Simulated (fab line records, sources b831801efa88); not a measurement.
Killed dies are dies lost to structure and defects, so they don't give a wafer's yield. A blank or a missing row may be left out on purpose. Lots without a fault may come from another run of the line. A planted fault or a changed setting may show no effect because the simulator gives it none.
A struck lot beside a sound one | flow sky130 | 19 steps out of a route of 708
Sound: wafers L573.4, L573.5, L573.6. Struck: wafers L579.4, L579.5, L579.6. The cause comes at the end.
At each step with rows: each side's tool, then ch and its chambers, then its first start. Under that, the readings that differ: sound wafers | struck wafers | difference of the means | sigmas: that difference in standard deviations of wafers without a fault.
alike: readings whose means differ by less than 2 such deviations, and words and numbers that are the same on both sides. not compared: withheld readings, readings that some wafer has no value for, bounds like >300 that may hide the same value, and numbers for which the record gives no deviation and whose values overlap.
The two part at a step that has a row with sigmas, a row that says differs or no value, or rows on one side only. Numbers that don't overlap but have no deviation are shown without sigmas and don't part them. A reading that every wafer of one side lacks parts them only if that side has two wafers or more.

first, 6 steps without rows for these wafers: SKY_RES_XHIGH_COAT_02 (resist thk 1140 nm); SKY_RES_XHIGH_SOFTBAKE_03 (time 60 s); SKY_RES_XHIGH_EXPOSE_04 (exposes mask URPM, target cd 1270 nm); SKY_RES_XHIGH_PEB_05; SKY_RES_XHIGH_DEVELOP_06 (develop time 60 s); SKY_RES_XHIGH_IMPLANT_07.
SKY_RES_XHIGH_STRIP_08: strips in O2/N2.
  sound on plasma_asher-02 ch 0,1, day 30 03:26; struck on plasma_asher-02 ch 0,1, day 31 20:05
  alike: drypump_motor_current_A, oes_product_au, strip_time_to_endpoint_s
  not compared: rf_hours_counter_h
SKY_RES_XHIGH_TW_MEAS_09:
  sound on film_metro-04, day 30 03:32; struck on film_metro-02, day 31 20:11
  reading      | sound          | struck         | difference | sigmas
  RES_XHIGH_TW | 1656 1656 1661 | 1622 1618 1618 | -38        | -2
then, 4 steps without rows for these wafers: SKY_SD_N_DEHYDRATE_00 (time 60 s); SKY_SD_N_HMDS_01 (prime time 60 s); SKY_SD_N_COAT_02 (resist thk 1140 nm); SKY_SD_N_SOFTBAKE_03 (time 60 s).
SKY_SD_N_EXPOSE_04: exposes mask NSDM, target cd 380 nm.
  sound on iline_stepper-01 ch 0, day 30 17:04; struck on iline_stepper-01 ch 0, day 32 10:58
  reading                      | sound                | struck               | difference | sigmas
  model.SD_N.overlay_x_nm (nm) | 0.6395 0.6395 0.6395 | -100.7 -100.7 -100.7 | -101.3     |
  alike: mask
then, 2 steps without rows for these wafers: SKY_SD_N_PEB_05; SKY_SD_N_DEVELOP_06 (develop time 60 s).
SKY_SD_N_CD_MEAS_07: target cd 380 nm.
  sound on cd_sem-02, day 31 07:39; struck on cd_sem-01, day 32 22:51
  alike: cd_nm
SKY_SD_N_OVL_MEAS_08:
  sound on overlay-02, day 31 07:44; struck on overlay-01, day 32 22:56
  reading       | sound         | struck               | difference | sigmas
  SD_N_OVL (nm) | -0.7 0.1 -1.2 | -101.8 -102.5 -100.9 | -101.1     | -84
then, 1 step without rows for these wafers: SKY_SD_N_IMPLANT_09.
SKY_PAD_OPEN_PROBE_99:
  the record has rows for the sound wafers here (prober-01, day 48 05:14) and none for the struck ones

WHERE THEY PART
First at SKY_RES_XHIGH_TW_MEAS_09; last, within this record, at SKY_PAD_OPEN_PROBE_99.

WHY: what the simulator had put in
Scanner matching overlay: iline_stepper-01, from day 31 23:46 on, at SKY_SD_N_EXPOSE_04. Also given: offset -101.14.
